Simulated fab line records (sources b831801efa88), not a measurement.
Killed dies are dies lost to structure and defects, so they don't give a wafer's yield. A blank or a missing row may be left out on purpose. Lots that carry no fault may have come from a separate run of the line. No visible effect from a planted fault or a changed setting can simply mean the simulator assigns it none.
Matching of chambers ; flow sky130 ; SKY_METAL3_ETCH_17 on rieDiel-02 has 3 sister chambers
The step etches SiO2 in C4F8/O2/Ar, stops on TiN, time 3.9 s, target depth 15 nm. 3 wafers are shown with their chamber, then 6 later ones without.

## WAFERS PAIRED WITH THEIR CHAMBERS
wafer;chamber;biasW (W)
L471.6;3;1204
L474.2;2;1209
L474.4;1;1194

## WAFERS MISSING THEIR CHAMBER
wafer;biasW (W)
L474.6;1200
L485.3;1198
L485.4;1196
L485.5;1193
L487.2;1200
L487.3;1200

## CHAMBER TAKEN BY EACH
wafer;from the rows above;in truth
L474.6;can't be placed: 3 or 1 or 2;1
L485.3;can't be placed: 1 or 3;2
L485.4;can't be placed: 1 or 3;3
L485.5;1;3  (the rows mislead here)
L487.2;can't be placed: 3 or 1 or 2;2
L487.3;can't be placed: 3 or 1 or 2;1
Placed correctly: 0 of 6. Unplaceable from these rows: 5, with the true chamber sitting among the candidates in 4. Wrongly placed: 1.
How it was worked out, from the rows above alone: a wafer's distance from a chamber is the root of the sum, over the readings, of the square of ((its reading less the chamber's mean) divided by the reading's scatter). The wafer belongs to the nearest chamber; if the next one is less than 2 further off, it can't be placed. Each chamber's mean is taken over the wafers shown for it. The scatter: with one shown wafer a chamber, the root of the mean of the squares of how far each hidden wafer lies from its nearest shown one.
